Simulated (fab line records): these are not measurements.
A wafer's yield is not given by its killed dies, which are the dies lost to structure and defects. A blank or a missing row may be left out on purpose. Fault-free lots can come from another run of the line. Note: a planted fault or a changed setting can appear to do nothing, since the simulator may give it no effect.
fab line records    flow sfq-line
record lots=13  wafers=39  last-day=91
route steps=325 shown L0@12 I0@53 M2@89 JJ@196
lots that met no fault: taken from a fault-free run of the same line
start-h: start of the lot's first displayed wafer, in hours after the record's first day    wait-h: hours elapsed since this lot's preceding step    " unchanged from the row above    L1.1+2: a row that stands for several wafers    - no value present, or no start provided    * or withheld: withheld    < > ~ a bound
route shown NAME@n: NAME is a module with steps in the file, n the number in the route of the first one    usual: mean/standard deviation of fault-free wafers    same: alike in all rows    chamber/n: place in a boat    sites: per-site readings    _std_site: how widely they spread, as a standard deviation    _edge_site: outer sites' mean less inner sites'    radius-mm: for every site, how far away it sits from the centre of the wafer    mask NAME#n: copy n    behind: tool/chamber where the wafer was last shaped    hold: why the lot went on hold/how many hours it stayed there/how the hold came to an end    device: which transistor (n, p or np) failed to switch    end of line: the tests these same wafers got at the end of their route    a step given without rows: its recipe and nothing more    killed: at the first sort, the dies lost to defects and structure; wafer yield is something else    map: dies across one wafer; x = killed, . = not, _ = none there
set.NAME: the run value of the setting; set.NAME@STEP: its run value at that earlier step    model.NAME: the simulator's own value behind a step, which no gauge read
the route's steps for a sample of lots (tables are steps, rows are wafers)
services: when a tool's chamber went out of use (start-h, in hours from the record's first day, below 0 if earlier), for how many hours, and the reason
## steps
# step SFQ_TRILAYER_L0_BARC_OPEN_METAL_ETCH_010
# recipe mask-material=PR  chemistry=O2  target-depth-nm=125  target=BARC  icp-w=600  bias-w=80  pressure-mtorr=10  time-s=41.7
# usual drypump-motor-current-A=5.5/0.51  he-backside-leak-sccm=3.51/0.19  oes-product-au=0.686/0.005
lot.wafer  tool          chamber  start-h  wait-h  drypump-motor-current-A  he-backside-leak-sccm  oes-product-au  rf-hours-counter-h
L331.2     rie-metal-04  0        47.29    0.1     5.0                      3.38                   0.684           19
L331.5     "             0        "        "       5.0                      3.20                   0.682           -
L331.6     "             1        "        "       6.2                      3.44                   0.683           -
L332.1     rie-metal-01  0        50.89    0.1     5.8                      3.84                   0.680           9
L332.4     "             0        "        "       5.8                      3.61                   0.690           -
L332.6     "             0        "        "       5.8                      3.80                   0.688           -
L333.1     rie-metal-01  0        55.97    0.1     5.8                      3.60                   0.677           10
L333.4     "             0        "        "       5.8                      3.79                   0.691           -
L333.6     "             0        "        "       5.8                      3.64                   0.676           -
L338.4     rie-metal-04  0        77.31    0.1     5.0                      3.52                   0.691           -
L338.5     "             0        "        "       5.0                      3.23                   0.672           -
L338.6     "             1        "        "       6.2                      3.47                   0.684           -
L341.3     rie-metal-01  0        95.31    0.1     5.9                      3.73                   0.693           -
L341.5     "             0        "        "       5.9                      3.72                   0.693           -
L341.6     "             1        "        "       5.0                      3.32                   0.685           -
L342.1     rie-metal-04  1        98.89    0.1     6.2                      3.47                   0.685           180
L342.2     "             0        "        "       5.1                      3.34                   0.688           28
L342.4     "             0        "        "       5.1                      3.25                   0.682           -
L343.1     rie-metal-04  0        103.69   0.1     5.0                      3.39                   0.681           29
L343.3     "             1        "        "       6.2                      3.65                   0.687           -
L343.4     "             0        "        "       5.0                      3.76                   0.690           -
L346.1     rie-metal-01  1        115.69   0.1     5.0                      2.97                   0.686           8
L346.3     "             1        "        "       5.0                      3.17                   0.692           -
L346.6     "             0        "        "       5.8                      3.71                   0.688           -
L347.2     rie-metal-01  0        120.49   0.1     5.8                      3.48                   0.684           26
L347.5     "             1        "        "       5.0                      3.30                   0.680           -
L347.6     "             0        "        "       5.8                      3.73                   0.684           -
L348.2     rie-metal-01  1        126.49   0.1     5.0                      3.06                   0.687           11
L348.3     "             0        "        "       5.8                      3.47                   0.687           -
L348.5     "             0        "        "       5.9                      3.58                   0.688           -
L349.2     rie-metal-04  0        131.31   0.1     5.0                      3.40                   0.680           -
L349.3     "             0        "        "       5.0                      3.52                   0.684           -
L349.6     "             0        "        "       5.0                      3.45                   0.697           -
L350.1     rie-metal-02  1        134.89   0.1     4.8                      3.26                   0.691           7
L350.2     "             0        "        "       5.8                      3.36                   0.693           65
L350.6     "             1        "        "       4.8                      3.24                   0.687           -
L351.1     rie-metal-02  0        141.04   0.3     5.8                      3.71                   0.677           66
L351.2     "             1        "        "       4.8                      3.31                   0.696           9
L351.4     "             0        "        "       5.8                      3.69                   0.694           -
# step SFQ_I0_OVL_MEAS_908
# usual I0_OVL=-2/5.2
lot.wafer  tool        chamber  start-h  wait-h  I0_OVL[nm]
L331.2     overlay-02  -        242.32   0.1     -7
L331.5     "           -        "        "       -7
L331.6     "           -        "        "       -4
L332.1     overlay-02  -        247.12   0.1     7
L332.4     "           -        "        "       5
L332.6     "           -        "        "       3
L333.1     overlay-01  -        249.52   0.1     -3
L333.4     "           -        "        "       -4
L333.6     "           -        "        "       3
L338.4     overlay-02  -        281.95   0.1     -3
L338.5     "           -        "        "       0
L338.6     "           -        "        "       2
L341.3     overlay-01  -        313.52   0.1     2
L341.5     "           -        "        "       12
L341.6     "           -        "        "       7
L342.1     overlay-01  -        319.51   0.1     -3
L342.2     "           -        "        "       -7
L342.4     "           -        "        "       -5
L343.1     overlay-02  -        337.46   0.1     -13
L343.3     "           -        "        "       -8
L343.4     "           -        "        "       -14
L346.1     overlay-01  -        356.61   0.1     -2
L346.3     "           -        "        "       -1
L346.6     "           -        "        "       3
L347.2     overlay-01  -        366.21   0.1     -2
L347.5     "           -        "        "       -2
L347.6     "           -        "        "       -1
L348.2     overlay-01  -        371.01   0.1     3
L348.3     "           -        "        "       -4
L348.5     "           -        "        "       3
L349.2     overlay-02  -        379.41   0.1     -4
L349.3     "           -        "        "       -8
L349.6     "           -        "        "       -10
L350.1     overlay-01  -        386.71   0.1     -3
L350.2     "           -        "        "       -5
L350.6     "           -        "        "       4
L351.1     overlay-01  -        393.91   0.1     -3
L351.2     "           -        "        "       -7
L351.4     "           -        "        "       -4
# step SFQ_TRILAYER_M2_DEP_SPUTTER_055
# recipe material=Nb  base-pressure-pa=1.33e-06  chamber-pressure-pa=0.1333  substrate-temp-c=20  resputter-cathode-voltage-v=400  target-thk-nm=200  power-w=2000  time-s=133.3
# usual throttle-valve-pct=29.5/1.3
lot.wafer  tool            chamber  start-h  wait-h  throttle-valve-pct
L331.2     pvd-sputter-04  -        417.70   0.0     28.6
L331.5     "               -        "        "       27.6
L331.6     "               -        "        "       30.2
L332.1     pvd-sputter-05  -        421.32   0.0     32.8
L332.4     "               -        "        "       29.7
L332.6     "               -        "        "       27.5
L333.1     pvd-sputter-03  -        423.74   0.0     29.7
L333.4     "               -        "        "       28.8
L333.6     "               -        "        "       29.6
L338.4     pvd-sputter-04  -        466.03   0.0     30.1
L338.5     "               -        "        "       29.0
L338.6     "               -        "        "       29.5
L341.3     pvd-sputter-05  -        494.02   0.0     30.3
L341.5     "               -        "        "       32.8
L341.6     "               -        "        "       30.4
L342.1     pvd-sputter-03  -        500.00   0.0     30.0
L342.2     "               -        "        "       28.8
L342.4     "               -        "        "       29.6
L343.1     pvd-sputter-05  -        514.41   0.0     29.4
L343.3     "               -        "        "       32.5
L343.4     "               -        "        "       27.7
L346.1     pvd-sputter-04  -        535.40   0.0     27.5
L346.3     "               -        "        "       29.5
L346.6     "               -        "        "       30.2
L347.2     pvd-sputter-03  -        542.77   0.0     30.1
L347.5     "               -        "        "       29.0
L347.6     "               -        "        "       29.8
L348.2     pvd-sputter-03  -        554.17   0.0     29.8
L348.3     "               -        "        "       29.1
L348.5     "               -        "        "       29.7
L349.2     pvd-sputter-04  -        567.65   0.0     30.1
L349.3     "               -        "        "       29.6
L349.6     "               -        "        "       28.8
L350.1     pvd-sputter-05  -        574.67   0.0     27.7
L350.2     "               -        "        "       33.1
L350.6     "               -        "        "       27.8
L351.1     pvd-sputter-04  -        584.45   0.0     30.2
L351.2     "               -        "        "       28.5
L351.4     "               -        "        "       27.8
# step SFQ_M2_RS_MEAS_914
# recipe thk-meas-gauge=four-point-probe  reads=Nb_of_TRILAYER_M2_DEP_SPUTTER_055
# usual M2_NB_RS=0.889/0.0095
lot.wafer  tool           chamber  start-h  wait-h  M2_NB_RS[ohm/sq]
L331.2     film-metro-01  -        417.81   0.1     0.907
L331.5     "              -        "        "       0.893
L331.6     "              -        "        "       0.901
L332.1     film-metro-01  -        421.41   0.0     0.895
L332.4     "              -        "        "       0.886
L332.6     "              -        "        "       0.902
L333.1     film-metro-01  -        423.83   0.0     0.871
L333.4     "              -        "        "       0.878
L333.6     "              -        "        "       0.867
L338.4     film-metro-04  -        466.18   0.1     2.635
L338.5     "              -        "        "       0.908
L338.6     "              -        "        "       0.910
L341.3     film-metro-04  -        494.16   0.1     0.887
L341.5     "              -        "        "       0.885
L341.6     "              -        "        "       0.890
L342.1     film-metro-04  -        500.09   0.0     0.893
L342.2     "              -        "        "       0.900
L342.4     "              -        "        "       0.882
L343.1     film-metro-01  -        514.50   0.0     0.876
L343.3     "              -        "        "       0.876
L343.4     "              -        "        "       0.874
L346.1     film-metro-01  -        535.49   0.0     0.880
L346.3     "              -        "        "       0.882
L346.6     "              -        "        "       0.883
L347.2     film-metro-03  -        542.89   0.1     0.888
L347.5     "              -        "        "       0.892
L347.6     "              -        "        "       0.889
L348.2     film-metro-03  -        554.29   0.1     0.898
L348.3     "              -        "        "       0.886
L348.5     "              -        "        "       0.895
L349.2     film-metro-01  -        567.76   0.1     0.880
L349.3     "              -        "        "       0.882
L349.6     "              -        "        "       0.879
L350.1     film-metro-03  -        574.77   0.0     0.887
L350.2     "              -        "        "       0.891
L350.6     "              -        "        "       0.886
L351.1     film-metro-03  -        584.54   0.0     0.887
L351.2     "              -        "        "       0.885
L351.4     "              -        "        "       0.882
# step SFQ_TRILAYER_M2_ETCH_METAL_ETCH_060
# recipe target=Nb  stop-on=SiO2  mask-material=PR  chemistry=Cl2/Ar  target-depth-nm=240  icp-w=600  bias-w=80  pressure-mtorr=10  time-s=120
# usual drypump-motor-current-A=5.4/0.47  he-backside-leak-sccm=3.51/0.29  oes-product-au=0.895/0.0066
lot.wafer  tool          chamber  start-h  wait-h  drypump-motor-current-A  he-backside-leak-sccm  oes-product-au  rf-hours-counter-h
L331.2     rie-metal-03  1        576.18   0.0     4.9                      3.45                   0.882           10
L331.5     "             1        "        "       4.9                      3.41                   0.896           -
L331.6     "             0        "        "       5.6                      3.10                   0.884           -
L332.1     rie-metal-03  1        580.98   0.0     4.9                      3.61                   0.892           11
L332.4     "             0        "        "       5.7                      3.18                   0.892           -
L332.6     "             1        "        "       4.9                      3.40                   0.889           -
L333.1     rie-metal-04  1        584.58   0.0     6.2                      3.44                   0.903           59
L333.4     "             0        "        "       5.0                      3.86                   0.898           -
L333.6     "             0        "        "       5.0                      3.75                   0.899           -
L338.4     rie-metal-01  1        637.42   0.1     5.0                      3.56                   0.558           -
L338.5     "             1        "        "       5.0                      3.38                   0.881           -
L338.6     "             0        "        "       5.9                      3.63                   0.891           -
L341.3     rie-metal-01  1        661.33   0.1     5.0                      3.33                   0.890           -
L341.5     "             1        "        "       5.0                      3.48                   0.887           -
L341.6     "             0        "        "       5.9                      3.56                   0.902           -
L342.1     rie-metal-01  0        669.69   0.0     5.8                      3.83                   0.889           115
L342.2     "             1        "        "       5.0                      3.35                   0.890           94
L342.4     "             0        "        "       5.8                      3.90                   0.901           -
L343.1     rie-metal-03  0        682.89   0.0     5.6                      2.83                   0.906           18
L343.3     "             1        "        "       4.9                      3.54                   0.899           -
L343.4     "             0        "        "       5.7                      2.95                   0.899           -
L346.1     rie-metal-03  1        700.89   0.0     4.9                      3.57                   0.899           27
L346.3     "             1        "        "       4.9                      3.66                   0.892           -
L346.6     "             0        "        "       5.6                      3.02                   0.898           -
L347.2     rie-metal-01  1        709.29   0.0     5.0                      3.48                   0.895           100
L347.5     "             1        "        "       5.0                      3.56                   0.892           -
L347.6     "             0        "        "       5.8                      3.92                   0.901           -
L348.2     rie-metal-04  0        721.29   0.0     5.0                      3.35                   0.891           132
L348.3     "             1        "        "       6.2                      3.54                   0.899           -
L348.5     "             0        "        "       5.0                      3.89                   0.894           -
L349.2     rie-metal-01  1        734.49   0.0     5.0                      3.33                   0.901           103
L349.3     "             1        "        "       5.0                      3.32                   0.909           -
L349.6     "             1        "        "       5.0                      3.21                   0.901           -
L350.1     rie-metal-04  1        743.15   0.0     6.2                      3.27                   0.899           80
L350.2     "             0        "        "       5.1                      3.97                   0.891           135
L350.6     "             0        "        "       5.1                      3.35                   0.896           -
L351.1     rie-metal-01  1        751.55   0.0     5.0                      3.57                   0.894           106
L351.2     "             0        "        "       5.8                      3.94                   0.895           126
L351.4     "             1        "        "       5.0                      3.37                   0.904           -
# step SFQ_TRILAYER_JJ_CE_STRIP_STRIP_120
# recipe gas=O2  power-w=200  platen-temp-c=40  overash-fraction=0.65  chemistry=O2  pressure-mtorr=50
# usual drypump-motor-current-A=5.4/0.48  he-backside-leak-sccm=3.55/0.2  oes-product-au=0.999/0.01
lot.wafer  tool          chamber  start-h  wait-h  drypump-motor-current-A  he-backside-leak-sccm  oes-product-au  rf-hours-counter-h
L331.2     rie-metal-01  1        1211.58  0.0     5.0                      3.26                   0.991           24
L331.5     "             1        "        "       5.0                      3.42                   0.992           -
L331.6     "             0        "        "       5.9                      3.66                   1.005           -
L332.1     rie-metal-04  0        1216.38  0.0     5.0                      3.13                   1.003           37
L332.4     "             0        "        "       5.0                      3.35                   1.003           -
L332.6     "             1        "        "       6.2                      3.63                   0.998           -
L333.1     rie-metal-02  1        1219.98  0.0     4.8                      3.29                   0.977           18
L333.4     "             1        "        "       4.8                      3.22                   0.986           -
L333.6     "             0        "        "       5.8                      3.59                   1.011           -
L338.4     rie-metal-04  0        1419.76  0.2     5.0                      3.71                   1.009           -
L338.5     "             0        "        "       5.0                      3.79                   1.009           -
L338.6     "             1        "        "       6.2                      3.50                   0.994           -
L341.3     rie-metal-02  1        1430.52  0.2     4.8                      3.31                   0.986           -
L341.5     "             1        "        "       4.8                      3.39                   1.004           -
L341.6     "             0        "        "       5.8                      3.64                   1.006           -
L342.1     rie-metal-04  1        1433.92  0.0     6.2                      3.41                   1.005           24
L342.2     "             0        "        "       5.0                      3.89                   1.014           58
L342.4     "             1        "        "       6.2                      3.52                   1.001           -
L343.1     rie-metal-01  0        1449.64  0.0     5.8                      3.61                   1.015           63
L343.3     "             1        "        "       5.0                      3.25                   0.986           -
L343.4     "             0        "        "       5.8                      3.78                   1.007           -
L346.1     rie-metal-02  1        1472.48  0.0     4.8                      3.46                   0.980           50
L346.3     "             1        "        "       4.8                      3.45                   0.973           -
L346.6     "             1        "        "       4.8                      3.35                   0.981           -
L347.2     rie-metal-01  0        1479.68  0.0     5.8                      3.75                   1.013           67
L347.5     "             0        "        "       5.8                      3.79                   1.010           -
L347.6     "             1        "        "       5.0                      3.45                   0.998           -
L348.2     rie-metal-02  0        1495.48  0.0     5.8                      3.80                   1.020           107
L348.3     "             0        "        "       5.8                      3.71                   1.004           -
L348.5     "             0        "        "       5.8                      3.72                   1.013           -
L349.2     rie-metal-01  1        1506.21  0.0     5.0                      3.36                   1.003           59
L349.3     "             0        "        "       5.8                      3.77                   1.009           -
L349.6     "             1        "        "       5.0                      3.40                   1.000           -
L350.1     rie-metal-02  0        1513.41  0.0     5.8                      3.85                   1.013           109
L350.2     "             1        "        "       4.8                      3.41                   0.988           55
L350.6     "             1        "        "       4.8                      3.45                   0.993           -
L351.1     rie-metal-02  0        1526.61  0.0     5.8                      3.67                   1.003           110
L351.2     "             1        "        "       4.8                      3.39                   0.989           56
L351.4     "             1        "        "       4.8                      3.39                   0.990           -
## services
tool          chamber  start-h  hours  kind
rie-metal-04  1        118.46   27.2   repair
rie-metal-01  -        132.40   14.6   pm
rie-metal-01  1        218.10   5.8    repair
rie-metal-01  1        289.50   2.4    repair
rie-metal-04  -        381.73   10.0   pm
rie-metal-01  -        402.51   0.5    repair
rie-metal-01  -        416.82   2.8    pm
rie-metal-04  0        443.86   2.6    repair
rie-metal-04  -        780.39   0.8    repair
rie-metal-04  -        793.74   1.1    repair
rie-metal-04  -        866.13   0.2    repair
rie-metal-01  1        938.57   10.9   repair
rie-metal-04  -        954.85   2.8    pm
rie-metal-04  -        968.28   1.4    pm
rie-metal-01  -        1004.31  0.3    repair
rie-metal-04  0        1126.82  15.7   repair
rie-metal-01  1        1148.61  3.9    repair
rie-metal-01  0        1171.11  2.8    repair
rie-metal-01  -        1209.65  1.4    pm
rie-metal-01  0        1246.55  4.4    repair
rie-metal-01  -        1272.46  0.3    repair
rie-metal-04  -        1276.77  15.6   pm
rie-metal-04  -        1352.83  28.1   pm
rie-metal-01  -        1517.06  2.8    pm
## key
first-sign step=SFQ_M2_RS_MEAS_914  reading=M2_NB_RS  direction=up  sigmas=99+  usual=0.889  struck=2.635
effect step=SFQ_TRILAYER_M2_ETCH_METAL_ETCH_060  reading=oes-product-au  direction=down  sigmas=51  usual=0.895  struck=0.558
met-at SFQ_TRILAYER_M2_DEP_SPUTTER_055
struck-lots L338
struck-wafers L338.4
not-acting-at SFQ_TRILAYER_L0_BARC_OPEN_METAL_ETCH_010,SFQ_I0_OVL_MEAS_908,SFQ_TRILAYER_JJ_CE_STRIP_STRIP_120
onset-between 417.70 466.03
fault kind=process-parameter-drift  tool=pvd-sputter-04  chamber=-  onset-h=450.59  steps=SFQ_TRILAYER_M2_DEP_SPUTTER_055  channel=time-s  offset=*  shape=step  end-h=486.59  acts-in=*  stated=*  scope=struck-wafers-only
